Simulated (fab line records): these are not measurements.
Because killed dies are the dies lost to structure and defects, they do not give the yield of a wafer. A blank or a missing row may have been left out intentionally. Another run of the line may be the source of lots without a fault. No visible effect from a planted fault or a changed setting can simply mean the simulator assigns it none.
A single fault, viewed from 2 desks + flow sky130 + each desk has only its own numbers; what lay behind them comes last

THE TOOL OWNER'S DESK: implanter-02
SKY_GATE_OXIDE_IMPLANT_11, tool's own readings: per-lot mean of the sampled wafers with a number, covering each lot this tool ran. The brackets show how far a lot's mean lies from the usual mean; more than 4 standard deviations puts the lot out of limits, marked OUT.
Columns: A = dose_ions_cm2 at SKY_GATE_OXIDE_IMPLANT_11, usual 2.6002e+12
| lot  | first seen here | A                    |
|------|-----------------|----------------------|
| L712 | day 13 20:15    | 2.6000e+12           |
| L728 | day 20 09:54    | 2.7224e+12 (+51) OUT |
| L727 | day 20 11:50    | 2.7219e+12 (+51) OUT |
This desk's finding: out of limits on L727, L728; first on L728, day 20 09:54 (dose_ions_cm2 at SKY_GATE_OXIDE_IMPLANT_11). L712: within limits.

METROLOGY DESK
What the gauges read, lot by lot, whatever tool the lot ran on: means of the sampled wafers that have a number. The brackets show how far a lot's mean lies from the usual mean; more than 4 standard deviations puts the lot out of limits, marked OUT.
Columns: A = GATE_OXIDE_OXIDATION_00_THK at SKY_GATE_OXIDE_THK_MEAS_02, usual 10.28 nm; B = GATE_OXIDE_OVL at SKY_GATE_OXIDE_OVL_MEAS_10, usual -0.2 nm
| lot  | first seen here | A     | B    |
|------|-----------------|-------|------|
| L712 | day 12 19:13    | 10.40 | 1.0  |
| L716 | day 14 12:08    | 10.37 | 1.0  |
| L728 | day 19 03:06    | 10.37 | 1.0  |
| L727 | day 19 04:57    | 10.24 | 0.0  |
| L732 | day 20 10:56    | 10.33 | -0.4 |
| L734 | day 20 20:52    | 10.16 | -1.4 |
This desk found nothing out of limits on any of the 6 lots.

BROUGHT TOGETHER
The tool owner's desk had the chance to raise an alarm at day 20 09:54 on L727, L728.
At the metrology desk, nothing out of limits was observed.
The metrology desk holds a record of L727, L728, inside its limits.
Every lot named ran SKY_GATE_OXIDE_IMPLANT_11 on implanter-02.

WHAT THE SIMULATOR HAD INSERTED
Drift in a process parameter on implanter-02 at SKY_GATE_OXIDE_IMPLANT_11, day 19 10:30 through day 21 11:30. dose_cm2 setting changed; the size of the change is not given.
Struck lots among those shown: L727, L728.
Delay in hours, fault start to first out-of-limits reading, by desk: the tool owner's desk at 23.
